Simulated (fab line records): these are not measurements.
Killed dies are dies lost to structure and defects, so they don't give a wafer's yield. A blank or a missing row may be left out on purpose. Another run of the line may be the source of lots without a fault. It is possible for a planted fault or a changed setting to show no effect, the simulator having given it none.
Commonality check across tools ; flow sky130 ; 39 wafers sampled across 11 lots

## REASON IT WAS OPENED
At SKY_NWELL_TW_MEAS_15 the reading NWELL_TW is flagged on 2 of 11 lots. Fault-free wafers read 1811, with a standard deviation of 20.
Rule: a lot gets a flag if all its wafers with a number sit over 4 standard deviations from that mean, or if no wafer of it has a number. As for the other lots, they are considered sound.

lot;measured;on;NWELL_TW, wafer by wafer;flag
L361;day 4 22:18;film_metro-03;1808 1824 1829;
L363;day 5 12:12;film_metro-04;1796 1787 1778;
L365;day 5 23:02;film_metro-04;1792 1779 1784;
L366;day 6 01:13;film_metro-01;1837 1835 1835;
L369;day 6 19:44;film_metro-03;1811 1815 1812;
L370;day 6 23:47;film_metro-01;1832 1843 1843;
L371;day 7 04:53;film_metro-04;1783 1789 1798;
L374;day 8 05:14;film_metro-03;2258 2264 2255 2270 2264 2261;FLAGGED
L380;day 9 10:24;film_metro-03;1806 1821 1813;
L381;day 9 17:56;film_metro-03;2245 2258 2252 2252 2252 2266;FLAGGED
L383;day 10 08:59;film_metro-04;1786 1787 1778;
On average the flagged lots' numbers are 2258, which is +447 against the usual, or +22 standard deviations.

## WHICH TOOL EACH LOT WENT THROUGH
The record holds 4 process steps before the reading, out of a route of 708 steps. Every cell lists first the tool, next ch and the chambers used by the sampled wafers, and last the start.
lot;flag;SKY_FIELD_ISO_ETCH_15;SKY_FIELD_ISO_STRIP_16;SKY_NWELL_IMPLANT_11;SKY_NWELL_STRIP_14
L361;;rie_diel-01 ch 0,3, day 2 13:09;plasma_asher-01 ch 0,1, day 2 13:14;implanter-02 ch 0, day 4 21:45;plasma_asher-02 ch 0,1, day 4 22:12
L363;;rie_diel-01 ch 0,2,3, day 2 23:04;plasma_asher-01 ch 0,1, day 2 23:08;implanter-01 ch 0, day 5 11:39;plasma_asher-04 ch 0,1, day 5 12:06
L365;;rie_diel-03 ch 0,2,3, day 3 07:50;plasma_asher-02 ch 0,1, day 3 07:54;implanter-04 ch 0, day 5 22:31;plasma_asher-04 ch 0, day 5 22:56
L366;;rie_diel-01 ch 2,3, day 3 11:53;plasma_asher-02 ch 0,1, day 3 11:57;implanter-02 ch 0, day 6 00:41;plasma_asher-03 ch 0,1, day 6 01:06
L369;;rie_diel-02 ch 2,3, day 4 04:51;plasma_asher-01 ch 0,1, day 4 04:55;implanter-04 ch 0, day 6 19:13;plasma_asher-03 ch 0,1, day 6 19:38
L370;;rie_diel-03 ch 0,1, day 4 08:04;plasma_asher-02 ch 0,1, day 4 08:09;implanter-01 ch 0, day 6 23:17;plasma_asher-02 ch 0,1, day 6 23:41
L371;;rie_diel-02 ch 0,1,3, day 4 13:43;plasma_asher-03 ch 0, day 4 13:47;implanter-04 ch 0, day 7 04:22;plasma_asher-02 ch 0,1, day 7 04:47
L374;FLAGGED;rie_diel-03 ch 1,2,3, day 5 06:28;plasma_asher-02 ch 0,1, day 5 06:32;implanter-04 ch 0, day 8 04:06;plasma_asher-04 ch 0,1, day 8 05:08
L380;;rie_diel-02 ch 1,2,3, day 6 13:04;plasma_asher-03 ch 0,1, day 6 13:10;implanter-01 ch 0, day 9 09:53;plasma_asher-02 ch 0,1, day 9 10:19
L381;FLAGGED;rie_diel-02 ch 0,3, day 6 20:04;plasma_asher-01 ch 0,1, day 6 20:08;implanter-01 ch 0, day 9 17:05;plasma_asher-04 ch 1, day 9 17:49
L383;;rie_diel-02 ch 0,1,3, day 7 07:22;plasma_asher-03 ch 0,1, day 7 07:26;implanter-04 ch 0, day 10 08:26;plasma_asher-04 ch 0,1, day 10 08:53
What these steps do:
- SKY_FIELD_ISO_ETCH_15: etches the open film in CHF3/O2, stops on Si, target depth 180 nm, time 72 s.
- SKY_FIELD_ISO_STRIP_16: strips in O2/N2.
- SKY_NWELL_IMPLANT_11
- SKY_NWELL_STRIP_14: strips in O2/N2.
- SKY_NWELL_TW_MEAS_15

## FLAGGED OVER TOTAL, TOOL BY TOOL (the gauges that took the reading come last)
step;tool;lots run;flagged;share of the flagged lots;sound lots run after its first flagged lot
SKY_FIELD_ISO_ETCH_15;rie_diel-01;3;0;none;-
SKY_FIELD_ISO_ETCH_15;rie_diel-02;5;1;some;1 (L383)
SKY_FIELD_ISO_ETCH_15;rie_diel-03;3;1;some;0
SKY_FIELD_ISO_STRIP_16;plasma_asher-01;4;1;some;0
SKY_FIELD_ISO_STRIP_16;plasma_asher-02;4;1;some;0
SKY_FIELD_ISO_STRIP_16;plasma_asher-03;3;0;none;-
SKY_NWELL_IMPLANT_11;implanter-01;4;1;some;0
SKY_NWELL_IMPLANT_11;implanter-02;2;0;none;-
SKY_NWELL_IMPLANT_11;implanter-04;5;1;some;1 (L383)
SKY_NWELL_STRIP_14;plasma_asher-02;4;0;none;-
SKY_NWELL_STRIP_14;plasma_asher-03;2;0;none;-
SKY_NWELL_STRIP_14;plasma_asher-04;5;2;all;1 (L383)
SKY_NWELL_TW_MEAS_15;film_metro-01;2;0;none;-
SKY_NWELL_TW_MEAS_15;film_metro-03;5;2;all;1 (L380)
SKY_NWELL_TW_MEAS_15;film_metro-04;4;0;none;-

## WHAT IS ALLOWED BY THE TABLE
plasma_asher-04 at SKY_NWELL_STRIP_14 and film_metro-03 at SKY_NWELL_TW_MEAS_15 are the 2 rows of the table that ran each flagged lot.
- plasma_asher-04 at SKY_NWELL_STRIP_14 ran 5 lots, 2 of them flagged. Lots that were sound ran on it after the first flagged one (L383); a persistent fault on the entire tool would not allow that.
- film_metro-03 at SKY_NWELL_TW_MEAS_15 ran 5 lots, 2 of them flagged. Lots that were sound ran on it after the first flagged one (L380); a persistent fault on the entire tool would not allow that.
Every row of the table either missed a flagged lot or ran a sound lot after the first.

## WHAT HAD BEEN PUT IN BY THE SIMULATOR
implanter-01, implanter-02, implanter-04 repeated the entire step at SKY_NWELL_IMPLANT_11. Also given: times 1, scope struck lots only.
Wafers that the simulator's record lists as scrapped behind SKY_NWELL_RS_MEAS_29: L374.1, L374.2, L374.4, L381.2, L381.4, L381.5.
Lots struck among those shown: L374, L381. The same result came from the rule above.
